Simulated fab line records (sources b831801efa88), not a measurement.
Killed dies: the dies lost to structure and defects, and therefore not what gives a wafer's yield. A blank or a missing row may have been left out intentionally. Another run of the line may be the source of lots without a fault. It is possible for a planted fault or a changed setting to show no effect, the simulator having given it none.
fab line records    flow sky130
[record] lots = 6  wafers = 18  last_day = 50
route steps=708 shown METAL2@485 PAD_OPEN@708
lots that met no fault: from a run of the same line without faults
start_h: hours from the record's first day to the start of the lot's first wafer shown    wait_h: hours from the lot's prior step to this one    " repeats the value in the row above    L1.1+2: one row covering several wafers at once    - either no value or no given start    * or withheld: withheld    < > ~ a bound
route shown NAME@n: names a module that has steps shown in the file, with the first one's number in the route    usual: average and standard deviation across the fault-free wafers    same: alike in all rows    chamber/n: place in a boat    sites: per-site readings    _std_site: the values' standard deviation    _edge_site: inner sites' mean taken away from outer sites' mean    radius_mm: how far each site lies from the wafer's centre    mask NAME#n: copy n    behind: the most recent tool/chamber to have shaped the wafer    hold: what put the lot on hold/how long, in hours/how the hold closed    device: names the non-switching transistor (n, p or np)    end of line: at the end of the route, the tests of the same wafers    for a step that has no rows: nothing shown but its recipe    killed: dies that structure and defects cost at the first sort, which is not the same as the wafer's yield    map: per-die view of a wafer (x killed, . not killed, _ where there is no die)
set.NAME: the setting as run; set.NAME@STEP: as run at that earlier step    model.NAME: the simulator's own value behind a step, which no gauge read
a table for each step, a row for each wafer; lots at some steps of the route
services: the hour from which a tool's chamber was out of use, counted from the record's first day as start_h (under 0 if before that day), plus the number of hours and why
[[steps]]
[step SKY_METAL2_SPUTTER_02]
[recipe] material = AlCu  target_thk_nm = 250  power_w = 10600  time_s = 13.3  chamber_pressure_pa = 0.4
[usual] throttle_valve_pct = 30.4/0.92
lot.wafer  tool            chamber  start_h  wait_h  throttle_valve_pct
L922.1     pvd_sputter-02  -        856.55   0.0     31.2
L922.3     "               -        "        "       29.8
L922.4     "               -        "        "       31.2
L923.1     pvd_sputter-01  -        869.06   0.0     28.5
L923.3     "               -        "        "       29.2
L923.5     "               -        "        "       30.5
L927.3     pvd_sputter-01  -        895.59   0.0     28.4
L927.4     "               -        "        "       29.3
L927.6     "               -        "        "       31.3
L932.2     pvd_sputter-02  -        925.01   0.0     31.6
L932.4     "               -        "        "       31.3
L932.5     "               -        "        "       29.4
L933.2     pvd_sputter-02  -        944.05   0.0     29.1
L933.4     "               -        "        "       31.3
L933.5     "               -        "        "       29.7
L937.1     pvd_sputter-04  -        964.60   0.0     31.3
L937.5     "               -        "        "       29.5
L937.6     "               -        "        "       31.2
[step SKY_METAL2_SPUTTER_03]
[recipe] material = Ti  target_thk_nm = 5  power_w = 3000  time_s = 3.3  chamber_pressure_pa = 0.4
[usual] throttle_valve_pct = 30.4/0.88
lot.wafer  tool            chamber  start_h  wait_h  throttle_valve_pct
L922.1     pvd_sputter-02  -        856.58   0.0     31.5
L922.3     "               -        "        "       29.6
L922.4     "               -        "        "       31.0
L923.1     pvd_sputter-01  -        869.09   0.0     28.6
L923.3     "               -        "        "       29.2
L923.5     "               -        "        "       30.6
L927.3     pvd_sputter-01  -        895.62   0.0     28.8
L927.4     "               -        "        "       29.3
L927.6     "               -        "        "       31.4
L932.2     pvd_sputter-02  -        925.03   0.0     31.5
L932.4     "               -        "        "       31.0
L932.5     "               -        "        "       29.7
L933.2     pvd_sputter-02  -        944.08   0.0     29.8
L933.4     "               -        "        "       31.3
L933.5     "               -        "        "       30.0
L937.1     pvd_sputter-04  -        964.62   0.0     31.2
L937.5     "               -        "        "       29.6
L937.6     "               -        "        "       31.5
[step SKY_METAL2_SPUTTER_04]
[recipe] material = TiN  target_thk_nm = 70  power_w = 6500  time_s = 58.3  chamber_pressure_pa = 0.4
[usual] throttle_valve_pct = 30.4/0.91
lot.wafer  tool            chamber  start_h  wait_h  throttle_valve_pct
L922.1     pvd_sputter-02  -        856.60   0.0     31.5
L922.3     "               -        "        "       29.8
L922.4     "               -        "        "       31.3
L923.1     pvd_sputter-01  -        869.11   0.0     28.8
L923.3     "               -        "        "       28.9
L923.5     "               -        "        "       30.5
L927.3     pvd_sputter-01  -        895.64   0.0     28.9
L927.4     "               -        "        "       29.1
L927.6     "               -        "        "       31.3
L932.2     pvd_sputter-02  -        925.05   0.0     31.4
L932.4     "               -        "        "       31.2
L932.5     "               -        "        "       29.4
L933.2     pvd_sputter-02  -        944.10   0.0     29.5
L933.4     "               -        "        "       31.3
L933.5     "               -        "        "       29.8
L937.1     pvd_sputter-04  -        964.64   0.0     31.4
L937.5     "               -        "        "       29.8
L937.6     "               -        "        "       31.3
[step SKY_METAL2_RS_MEAS_05]
[recipe] thk_meas_gauge = four-point-probe  reads = TiN_of_METAL2_SPUTTER_04+Ti_of_METAL2_SPUTTER_03+AlCu_of_METAL2_SPUTTER_02+TiN_of_METAL2_SPUTTER_01+Ti_of_METAL2_SPUTTER_00
[usual] METAL2_ALCU_RS = 0.1267/0.0015
lot.wafer  tool           chamber  start_h  wait_h  METAL2_ALCU_RS[ohm/sq]
L922.1     film_metro-01  -        856.65   0.0     0.1263
L922.3     "              -        "        "       0.1268
L922.4     "              -        "        "       0.1238
L923.1     film_metro-04  -        869.15   0.0     0.1251
L923.3     "              -        "        "       0.1260
L923.5     "              -        "        "       0.1241
L927.3     film_metro-01  -        895.73   0.1     0.1267
L927.4     "              -        "        "       0.1283
L927.6     "              -        "        "       0.1272
L932.2     film_metro-01  -        925.12   0.0     0.1273
L932.4     "              -        "        "       0.1249
L932.5     "              -        "        "       0.1259
L933.2     film_metro-01  -        944.17   0.0     0.1294
L933.4     "              -        "        "       0.1281
L933.5     "              -        "        "       0.1292
L937.1     film_metro-01  -        964.69   0.0     0.1277
L937.5     "              -        "        "       0.1256
L937.6     "              -        "        "       0.1277
[step SKY_METAL2_THK_MEAS_06]
[recipe] thk_meas_gauge = xrf  reads = AlCu_of_METAL2_SPUTTER_02
[usual] METAL2_ALCU_THK = 250/3.1
lot.wafer  tool           chamber  start_h  wait_h  METAL2_ALCU_THK[nm]
L922.1     film_metro-01  -        856.77   0.1     252
L922.3     "              -        "        "       252
L922.4     "              -        "        "       257
L923.1     film_metro-04  -        869.27   0.1     254
L923.3     "              -        "        "       253
L923.5     "              -        "        "       257
L927.3     film_metro-01  -        895.83   0.1     249
L927.4     "              -        "        "       246
L927.6     "              -        "        "       251
L932.2     film_metro-01  -        925.23   0.1     250
L932.4     "              -        "        "       253
L932.5     "              -        "        "       250
L933.2     film_metro-01  -        944.28   0.1     247
L933.4     "              -        "        "       247
L933.5     "              -        "        "       244
L937.1     film_metro-01  -        964.81   0.1     247
L937.5     "              -        "        "       250
L937.6     "              -        "        "       248
[step SKY_METAL2_DEHYDRATE_07]
[recipe] temp_c = 200  time_s = 60
[step SKY_METAL2_HMDS_08]
[recipe] prime_time_s = 60  prime_temp_c = 120
[step SKY_METAL2_COAT_09]
[recipe] resist = BARC  temp_c = withheld  time_s = withheld  spin_rpm = 3000  resist_thk_nm = 60
[step SKY_METAL2_COAT_10]
[recipe] resist = KrF-thick  spin_rpm = 3000  resist_thk_nm = 450
[step SKY_METAL2_SOFTBAKE_11]
[recipe] temp_c = 100  time_s = 90  resist = KrF-thick
[step SKY_METAL2_EXPOSE_12]
[recipe] mask_id = MM2  na = 0.8  source_shape = annular  sigma_inner = 0.55  sigma_outer = 0.85  target_cd_nm = 140  dose_mj = 28
[step SKY_METAL2_PEB_13]
[recipe] peb_temp_c = withheld  peb_time_s = withheld  resist = KrF-thick
[step SKY_METAL2_DEVELOP_14]
[recipe] develop_time_s = 60  resist = KrF-thick  dev_temp_c = 21
[usual] developer_temp_C = 21.01/0.1
lot.wafer  tool            chamber  start_h  wait_h  developer_temp_C
L922.1     litho_track-03  0        882      -       21.99
L922.3     "               0        "        "       21.82
L922.4     "               0        "        "       21.94
L923.1     litho_track-03  0        894      -       21.87
L923.3     "               0        "        "       22.01
L923.5     "               0        "        "       21.97
L927.3     litho_track-04  0        921      -       21.11
L927.4     "               0        "        "       20.98
L927.6     "               0        "        "       21.03
L932.2     litho_track-04  0        950      -       20.98
L932.4     "               0        "        "       21.02
L932.5     "               0        "        "       21.06
L933.2     litho_track-03  0        968      -       21.08
L933.4     "               0        "        "       21.00
L933.5     "               0        "        "       21.13
L937.1     litho_track-04  0        988      -       20.97
L937.5     "               0        "        "       20.98
L937.6     "               0        "        "       21.05
[step SKY_METAL2_CD_MEAS_15]
[recipe] target_cd_nm = 140
[usual] cd_nm = 139.7/1.8
lot.wafer  tool       chamber  start_h  wait_h  cd_nm
L922.1     cd_sem-01  -        882.28   -       140.1
L922.3     "          -        "        "       139.7
L922.4     "          -        "        "       140.5
L923.1     cd_sem-02  -        894.43   -       141.1
L923.3     "          -        "        "       141.3
L923.5     "          -        "        "       139.9
L927.3     cd_sem-01  -        921.16   -       140.5
L927.4     "          -        "        "       140.9
L927.6     "          -        "        "       140.0
L932.2     cd_sem-01  -        950.34   -       139.4
L932.4     "          -        "        "       140.6
L932.5     "          -        "        "       141.9
L933.2     cd_sem-01  -        968.15   -       137.6
L933.4     "          -        "        "       137.9
L933.5     "          -        "        "       139.0
L937.1     cd_sem-02  -        988.27   -       141.6
L937.5     "          -        "        "       142.7
L937.6     "          -        "        "       142.6
[step SKY_PAD_OPEN_PROBE_99]
[usual] defect_limited_yield = 82.1/1.9  killed_at_M0_to_M3 = 44/7.3  killed_at_M4_up = 3.5/1.8  killed_at_contacts = 24/5.8  killed_at_front_end = 16/4.3  killed_at_other = 0.5/0.68  killed_dies = 88/9.4  killed_open = 48/6.8  killed_short = 40/6.1  sort_bin_3_pad_short = 0.9/0.39  sort_bin_5_function = 10.5/1.4  sort_bin_6_memory = 6.4/1.1  sort_n_pass = 404/9.4  sort_yield_pct = 82.1/1.9
[same] gross_dies = 492  killed_at_back_side = 0  sort_bin_4_leakage[%] = 0  sort_bin_8_speed[%] = 0
lot.wafer  tool       chamber  start_h  wait_h  defect_limited_yield[%]  killed_at_M0_to_M3  killed_at_M4_up  killed_at_contacts  killed_at_front_end  killed_at_other  killed_dies  killed_open  killed_short  sort_bin_3_pad_short[%]  sort_bin_5_function[%]  sort_bin_6_memory[%]  sort_n_pass  sort_yield_pct[%]
L922.1     prober-02  -        1125.27  0.1     81.3                     48                  2                21                  21                   0                92           56           36            1.2                      11.6                    5.9                   400          81.3
L922.3     prober-02  -        1125.37  0.2     84.6                     47                  1                15                  12                   1                76           44           32            2.2                      8.9                     4.3                   416          84.6
L922.4     prober-02  -        1125.42  0.2     80.7                     54                  6                16                  19                   0                95           44           50            1.6                      9.6                     8.1                   397          80.7
L923.1     prober-01  -        1133.87  0.1     80.5                     53                  0                28                  14                   1                96           53           42            0.6                      11.2                    7.7                   396          80.5
L923.3     prober-01  -        1133.97  0.2     80.3                     47                  3                30                  17                   0                97           59           38            1.0                      10.6                    8.1                   395          80.3
L923.5     prober-01  -        1134.07  0.2     78.5                     68                  3                16                  19                   0                106          58           46            1.4                      12.8                    7.3                   386          78.5
L927.3     prober-02  -        1153.84  0.2     79.7                     41                  3                30                  26                   0                100          61           39            1.0                      10.6                    8.7                   392          79.7
L927.4     prober-02  -        1153.89  0.2     80.9                     42                  2                26                  24                   0                94           46           48            0.4                      12.8                    5.9                   398          80.9
L927.6     prober-02  -        1153.99  0.2     81.3                     43                  3                25                  20                   1                92           50           41            0.4                      11.6                    6.7                   400          81.3
L932.2     prober-01  -        1174.12  0.1     81.9                     44                  4                24                  17                   0                89           50           38            0.6                      10.2                    7.3                   403          81.9
L932.4     prober-01  -        1174.22  0.2     80.7                     48                  5                24                  17                   1                95           47           47            1.0                      11.2                    7.1                   397          80.7
L932.5     prober-01  -        1174.27  0.2     83.1                     41                  2                27                  13                   0                83           37           46            1.0                      10.0                    5.9                   409          83.1
L933.2     prober-01  -        1187.35  0.1     79.9                     54                  2                29                  14                   0                99           65           34            1.2                      11.0                    7.9                   393          79.9
L933.4     prober-01  -        1187.45  0.2     81.7                     48                  3                30                  9                    0                90           57           33            1.4                      9.3                     7.5                   402          81.7
L933.5     prober-01  -        1187.50  0.2     83.1                     41                  5                26                  11                   0                83           47           36            0.6                      10.0                    6.3                   409          83.1
L937.1     prober-01  -        1198.42  0.1     82.3                     38                  4                21                  23                   1                87           51           36            0.6                      11.2                    5.9                   405          82.3
L937.5     prober-01  -        1198.62  0.2     82.7                     37                  5                26                  17                   0                85           50           35            0.8                      11.6                    4.9                   407          82.7
L937.6     prober-01  -        1198.67  0.2     84.1                     34                  1                26                  17                   0                78           48           30            0.8                      8.9                     6.1                   414          84.1
// killed by level:class
L922.1 VIA1:geometric_particle:open=11 CONTACT:geometric_particle:open=9 VIA3:geometric_particle:open=7 POLY_GATE:geometric_particle:open=5 POLY_GATE:geometric_particle:short=5 LI_CONTACT:geometric_particle:open=5 VIA1:geometric_particle:short=5 VIA2:geometric_particle:open=5
L922.3 VIA1:geometric_particle:open=15 VIA3:geometric_particle:open=8 CONTACT:geometric_particle:open=7 METAL2:geometric_particle:short=5 FIELD_ISO:geometric_particle:short=4 VIA3:geometric_particle:short=4 FIELD_ISO:geometric_particle:open=3 LI_CONTACT:geometric_particle:open=3
L922.4 METAL1:geometric_particle:short=9 VIA3:geometric_particle:open=8 METAL2:geometric_particle:short=7 VIA1:geometric_particle:open=7 FIELD_ISO:geometric_particle:open=6 METAL4:geometric_particle:short=6 VIA2:geometric_particle:open=6 POLY_GATE:geometric_particle:short=5
L923.1 VIA3:geometric_particle:open=14 CONTACT:geometric_particle:open=11 VIA1:geometric_particle:open=8 METAL2:geometric_particle:short=8 LI_CONTACT:geometric_particle:open=7 CONTACT:geometric_particle:short=6 VIA1:geometric_particle:short=5 VIA2:geometric_particle:short=5
L923.3 VIA1:geometric_particle:open=13 VIA3:geometric_particle:open=12 LI_CONTACT:geometric_particle:open=11 VIA2:geometric_particle:open=9 FIELD_ISO:geometric_particle:short=8 CONTACT:geometric_particle:open=8 LI_CONTACT:geometric_particle:short=4 CONTACT:geometric_particle:short=4
L923.5 VIA3:geometric_particle:open=14 VIA1:geometric_particle:open=13 VIA2:geometric_particle:open=12 FIELD_ISO:geometric_particle:short=6 FIELD_ISO:geometric_particle:open=6 VIA1:geometric_particle:short=6 VIA3:geometric_particle:short=6 LI_CONTACT:geometric_particle:open=5
L927.3 CONTACT:geometric_particle:open=12 LI_CONTACT:geometric_particle:open=11 VIA1:geometric_particle:open=8 METAL1:geometric_particle:short=7 POLY_GATE:geometric_particle:short=7 FIELD_ISO:geometric_particle:open=6 METAL2:geometric_particle:short=6 VIA2:geometric_particle:open=6
L927.4 CONTACT:geometric_particle:open=8 VIA1:geometric_particle:open=8 METAL2:geometric_particle:short=8 POLY_GATE:geometric_particle:open=7 LI_CONTACT:geometric_particle:open=7 LOCAL_INTERCONNECT:geometric_particle:short=6 FIELD_ISO:geometric_particle:short=5 POLY_GATE:geometric_particle:short=5
L927.6 METAL1:geometric_particle:short=8 LI_CONTACT:geometric_particle:open=8 VIA1:geometric_particle:open=8 CONTACT:geometric_particle:open=6 VIA2:geometric_particle:open=6 FIELD_ISO:geometric_particle:open=5 CONTACT:geometric_particle:short=5 VIA3:geometric_particle:open=5
L932.2 VIA1:geometric_particle:open=10 VIA2:geometric_particle:open=8 CONTACT:geometric_particle:open=7 FIELD_ISO:geometric_particle:open=6 FIELD_ISO:geometric_particle:short=5 LI_CONTACT:geometric_particle:short=5 METAL2:geometric_particle:short=5 VIA3:geometric_particle:open=5
L932.4 VIA1:geometric_particle:open=12 METAL1:geometric_particle:short=7 CONTACT:geometric_particle:open=7 VIA1:geometric_particle:short=7 LI_CONTACT:geometric_particle:open=6 CONTACT:geometric_particle:short=6 VIA2:geometric_particle:open=5 METAL2:geometric_particle:short=5
L932.5 CONTACT:geometric_particle:open=10 METAL2:geometric_particle:short=8 VIA3:geometric_particle:open=7 VIA1:geometric_particle:short=6 CONTACT:geometric_particle:short=6 LI_CONTACT:geometric_particle:open=6 VIA1:geometric_particle:open=6 LOCAL_INTERCONNECT:geometric_particle:short=5
L933.2 VIA3:geometric_particle:open=14 VIA1:geometric_particle:open=13 LI_CONTACT:geometric_particle:open=10 CONTACT:geometric_particle:open=10 VIA2:geometric_particle:open=6 CONTACT:geometric_particle:short=5 VIA1:geometric_particle:short=5 METAL2:geometric_particle:short=5
L933.4 CONTACT:geometric_particle:open=13 VIA1:geometric_particle:open=11 VIA2:geometric_particle:open=11 LI_CONTACT:geometric_particle:open=9 METAL2:geometric_particle:short=6 VIA3:geometric_particle:open=5 LOCAL_INTERCONNECT:geometric_particle:short=4 CONTACT:geometric_particle:short=4
L933.5 CONTACT:geometric_particle:open=13 VIA3:geometric_particle:open=8 LI_CONTACT:geometric_particle:open=7 METAL1:geometric_particle:short=6 VIA1:geometric_particle:open=5 METAL2:geometric_particle:short=4 VIA3:geometric_particle:short=4 VIA1:geometric_particle:short=4
L937.1 VIA1:geometric_particle:open=9 CONTACT:geometric_particle:open=8 FIELD_ISO:geometric_particle:open=7 LI_CONTACT:geometric_particle:open=7 POLY_GATE:geometric_particle:short=7 VIA2:geometric_particle:open=6 VIA3:geometric_particle:open=4 FIELD_ISO:geometric_particle:short=3
L937.5 CONTACT:geometric_particle:open=9 LI_CONTACT:geometric_particle:open=8 VIA1:geometric_particle:open=7 FIELD_ISO:geometric_particle:short=6 VIA2:geometric_particle:open=6 VIA3:geometric_particle:open=6 METAL1:geometric_particle:short=5 POLY_GATE:geometric_particle:open=4
L937.6 CONTACT:geometric_particle:open=9 VIA1:geometric_particle:open=8 FIELD_ISO:geometric_particle:open=7 LI_CONTACT:geometric_particle:open=6 VIA3:geometric_particle:open=6 METAL2:geometric_particle:short=5 VIA2:geometric_particle:open=5 LI_CONTACT:geometric_particle:short=4
[[services]]
tool            chamber  start_h  hours  kind
pvd_sputter-04  -        835.29   12.5   repair
pvd_sputter-02  -        904.34   5.0    repair
pvd_sputter-01  -        959.15   2.2    repair
[[key]]
[first_sign] step = SKY_METAL2_DEVELOP_14  reading = developer_temp_C  direction = up  sigmas = 9  usual = *  struck = *
effect none on later readings
met_at SKY_METAL2_DEVELOP_14
struck_wafers L922.1,L922.3,L922.4,L923.1,L923.3,L923.5
[fault] kind = process_parameter_drift  tool = litho_track-03  chamber = -  onset_h = 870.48  steps = SKY_METAL2_DEVELOP_14  channel = dev_temp_c  offset = *  shape = step  end_h = 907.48  acts_in = *  stated = *
